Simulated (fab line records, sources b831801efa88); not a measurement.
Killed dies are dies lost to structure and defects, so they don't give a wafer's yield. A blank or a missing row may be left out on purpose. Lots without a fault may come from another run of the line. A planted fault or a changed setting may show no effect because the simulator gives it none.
Which tool did it? | flow gf180mcu | 13 lots, 39 wafers sampled, at 5 steps of a route of 602

WHAT THE GAUGES READ, wafer by wafer
GF_TOP_METAL_CD_MEAS_14: target cd 440 nm.
lot  | measured     | on        | cd_nm (nm)
L480 | day 28 03:32 | cd_sem-01 | 437.7 438.0 438.0
L481 | day 28 10:08 | cd_sem-01 | 441.7 439.7 440.7
L485 | day 29 09:50 | cd_sem-02 | 440.5 437.8 438.3
L487 | day 30 00:14 | cd_sem-01 | 438.5 439.5 303.0
L494 | day 32 06:45 | cd_sem-02 | 442.4 438.0 439.9
L495 | day 32 11:25 | cd_sem-01 | 441.5 441.1 441.4
L496 | day 32 16:02 | cd_sem-02 | 439.3 440.6 439.8
L497 | day 32 19:15 | cd_sem-02 | 438.5 439.2 439.0
L498 | day 33 04:01 | cd_sem-02 | 444.0 444.2 444.6
L499 | day 33 12:34 | cd_sem-02 | 437.3 440.6 440.2
L500 | day 33 13:39 | cd_sem-02 | 442.9 444.1 443.7
L501 | day 33 18:29 | cd_sem-02 | 439.7 439.9 439.0
L502 | day 34 07:07 | cd_sem-02 | 441.9 441.0 440.6

GF_TOP_METAL_OVL_MEAS_15.
lot  | measured     | on         | TOP_METAL_OVL (nm)
L480 | day 28 03:39 | overlay-02 | 2.1 1.7 1.7
L481 | day 28 10:15 | overlay-01 | 0.0 1.7 2.1
L485 | day 29 09:56 | overlay-02 | -1.3 -1.4 0.1
L487 | day 30 00:22 | overlay-02 | 0.5 1.0 -0.6
L494 | day 32 06:50 | overlay-02 | -0.1 0.3 -0.6
L495 | day 32 11:32 | overlay-01 | 0.1 0.3 3.1
L496 | day 32 16:08 | overlay-02 | 2.0 0.2 2.3
L497 | day 32 19:20 | overlay-02 | -0.6 -0.7 -1.4
L498 | day 33 04:08 | overlay-02 | -1.8 -1.9 0.1
L499 | day 33 12:41 | overlay-02 | 1.0 1.8 -0.8
L500 | day 33 13:44 | overlay-02 | 1.4 0.8 2.4
L501 | day 33 18:36 | overlay-02 | 0.1 0.8 0.9
L502 | day 34 07:14 | overlay-01 | -1.4 1.7 1.6

WHICH TOOL RAN EACH LOT (tool, then ch and the chambers of the sampled wafers, then the start)
lot  | GF_TOP_METAL_SPUTTER_00      | GF_TOP_METAL_SPUTTER_01      | GF_TOP_METAL_EXPOSE_11
L480 | pvd_sputter-01, day 27 07:02 | pvd_sputter-01, day 27 07:08 | iline_stepper-01 ch 0, day 27 17:16
L481 | pvd_sputter-01, day 27 14:15 | pvd_sputter-01, day 27 14:21 | iline_stepper-02 ch 0, day 28 01:02
L485 | pvd_sputter-04, day 28 14:24 | pvd_sputter-04, day 28 14:30 | iline_stepper-01 ch 0, day 29 00:56
L487 | pvd_sputter-04, day 29 05:32 | pvd_sputter-04, day 29 05:38 | iline_stepper-02 ch 0, day 29 15:24
L494 | pvd_sputter-03, day 31 13:21 | pvd_sputter-03, day 31 13:27 | iline_stepper-01 ch 0, day 31 22:47
L495 | pvd_sputter-04, day 31 18:57 | pvd_sputter-04, day 31 19:03 | iline_stepper-02 ch 0, day 32 03:41
L496 | pvd_sputter-04, day 31 23:59 | pvd_sputter-04, day 32 00:05 | iline_stepper-01 ch 0, day 32 08:13
L497 | pvd_sputter-01, day 32 03:11 | pvd_sputter-01, day 32 03:17 | iline_stepper-01 ch 0, day 32 11:28
L498 | pvd_sputter-04, day 32 11:21 | pvd_sputter-04, day 32 11:27 | iline_stepper-02 ch 0, day 32 19:56
L499 | pvd_sputter-03, day 32 20:27 | pvd_sputter-03, day 32 20:33 | iline_stepper-01 ch 0, day 33 05:02
L500 | pvd_sputter-01, day 32 21:42 | pvd_sputter-01, day 32 21:48 | iline_stepper-01 ch 0, day 33 05:46
L501 | pvd_sputter-01, day 33 02:59 | pvd_sputter-01, day 33 03:06 | iline_stepper-02 ch 0, day 33 11:19
L502 | pvd_sputter-04, day 33 15:51 | pvd_sputter-04, day 33 15:57 | iline_stepper-01 ch 0, day 33 23:50
- GF_TOP_METAL_SPUTTER_00: material Ti, target thk 37.5 nm, time 150 s.
- GF_TOP_METAL_SPUTTER_01: material TiN, target thk 30 nm, time 25 s.
- GF_TOP_METAL_EXPOSE_11: exposes mask MetalTop, target cd 440 nm.

WHAT THE TOOLS THEMSELVES READ (means of the sampled wafers that have a number; where no wafer has one, the mark that the record gives instead)
GF_TOP_METAL_SPUTTER_00.
lot  | tool           | throttle_valve_pct (%)
L480 | pvd_sputter-01 | 29.9
L481 | pvd_sputter-01 | 30.6
L485 | pvd_sputter-04 | 28.7
L487 | pvd_sputter-04 | 29.8
L494 | pvd_sputter-03 | 28.9
L495 | pvd_sputter-04 | 29.4
L496 | pvd_sputter-04 | 28.9
L497 | pvd_sputter-01 | 30.6
L498 | pvd_sputter-04 | 28.9
L499 | pvd_sputter-03 | 28.9
L500 | pvd_sputter-01 | 30.2
L501 | pvd_sputter-01 | 30.4
L502 | pvd_sputter-04 | 30.3

GF_TOP_METAL_SPUTTER_01.
lot  | tool           | throttle_valve_pct (%)
L480 | pvd_sputter-01 | 29.8
L481 | pvd_sputter-01 | 30.5
L485 | pvd_sputter-04 | 28.8
L487 | pvd_sputter-04 | 29.6
L494 | pvd_sputter-03 | 29.1
L495 | pvd_sputter-04 | 29.4
L496 | pvd_sputter-04 | 28.8
L497 | pvd_sputter-01 | 30.6
L498 | pvd_sputter-04 | 28.8
L499 | pvd_sputter-03 | 29.0
L500 | pvd_sputter-01 | 30.4
L501 | pvd_sputter-01 | 30.5
L502 | pvd_sputter-04 | 30.3

THE ANSWER, worked out from the rows above alone
Rule: what is usual is taken from the lots themselves. Put in order of their means at a reading, lots are off if they are a third of the lots or fewer, leave a main group of 4 or more, and stand apart from it by a gap of 3 or more times the standard deviation of the main group's means; of several such gaps the widest counts. A main group whose means are all the same, to the digits that the tables above print for the reading, isn't used. A lot without any number at a reading at which 4 lots or more have one is off too. The other lots that the step has rows for count as sound. The gauges are gone through in route order, then the tools' own readings, and for those a lot's mean is taken as printed above. The first step at which some lot is off is used, and at that step the reading that is off furthest; a lot without a number counts as furthest.
Off: L487, at GF_TOP_METAL_CD_MEAS_14 (cd_nm). The main group: mean 440.5 nm, standard deviation 1.8.
A tool fits if, at a process step before that reading, it ran every lot that is off, and no sound lot after the first of them. The gauges at GF_TOP_METAL_CD_MEAS_14 are tried like those tools. None of those tried fits.

WHAT THE SIMULATOR HAD PUT IN
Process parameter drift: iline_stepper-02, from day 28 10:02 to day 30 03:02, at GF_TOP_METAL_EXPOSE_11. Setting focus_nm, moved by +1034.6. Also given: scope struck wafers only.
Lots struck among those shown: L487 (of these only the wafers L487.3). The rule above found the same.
